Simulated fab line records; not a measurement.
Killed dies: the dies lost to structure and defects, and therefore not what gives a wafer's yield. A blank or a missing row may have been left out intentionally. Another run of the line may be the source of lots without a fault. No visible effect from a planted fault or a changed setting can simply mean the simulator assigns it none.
The same fault as seen by 2 desks :: flow sfq_line :: only its own numbers are on each desk; what lay behind them is given at the end

AT THE METROLOGY DESK
What the gauges read, lot by lot, whatever tool the lot ran on: means of the sampled wafers that have a number. Any lot whose mean is over 4 standard deviations away from the usual mean is out of limits and marked OUT; that distance is given in the brackets.
Columns: A = I0_BOW at SFQ_I0_BOW_MEAS_907, usual 2 um; B = I0_OVL at SFQ_I0_OVL_MEAS_908, usual -2 nm
lot: L697
first seen here: day 12 23:48
A: 1
B: -1

lot: L707
first seen here: day 15 19:23
A: 4
B: -11

lot: L709
first seen here: day 16 14:57
A: 4
B: -1

lot: L710
first seen here: day 17 08:22
A: -0
B: -1

lot: L711
first seen here: day 18 03:40
A: 5
B: -6
Finding of this desk: none of the 5 lots has anything out of limits.

DESK OF THE TOOL OWNER: rie_diel-01
The tool's own readings at SFQ_TRILAYER_I0_VIA_ETCH_VIA_ETCH_034 (etches SiO2 in CHF3, stops on Nb, target depth 260 nm): means of the sampled wafers that have a number, for each lot that ran on this tool. Any lot whose mean is over 4 standard deviations away from the usual mean is out of limits and marked OUT; that distance is given in the brackets.
Columns: A = drypump_motor_current_A at SFQ_TRILAYER_I0_VIA_ETCH_VIA_ETCH_034, usual 5.7 A; B = oes_product_au at SFQ_TRILAYER_I0_VIA_ETCH_VIA_ETCH_034, usual 0.854 a.u.; C = rf_fwd_power_W at SFQ_TRILAYER_I0_VIA_ETCH_VIA_ETCH_034, usual 498.3 W
lot: L697
first seen here: day 18 17:04
A: 6.0
B: 0.852
C: 497.4

lot: L707
first seen here: day 22 04:22
A: 5.7
B: 0.845
C: 525.3 (+19) OUT
This desk's finding: out of limits on L707; first on L707, day 22 04:22 (rf_fwd_power_W at SFQ_TRILAYER_I0_VIA_ETCH_VIA_ETCH_034). In limits: L697.

TAKEN TOGETHER
The tool owner's desk had the chance to raise an alarm at day 22 04:22 on L707.
Metrology desk: nothing out of limits seen.
The metrology desk has L707 on record, within its limits.
Of the lots named, all ran SFQ_TRILAYER_I0_VIA_ETCH_VIA_ETCH_034 on rie_diel-01.

WHAT HAD BEEN PUT IN BY THE SIMULATOR
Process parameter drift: rie_diel-01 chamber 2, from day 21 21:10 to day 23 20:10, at SFQ_TRILAYER_I0_VIA_ETCH_VIA_ETCH_034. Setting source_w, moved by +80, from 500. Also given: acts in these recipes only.
Lots struck among those shown: L707.
Hours from the fault's start to each desk's first reading out of limits: the tool owner's desk, 7.
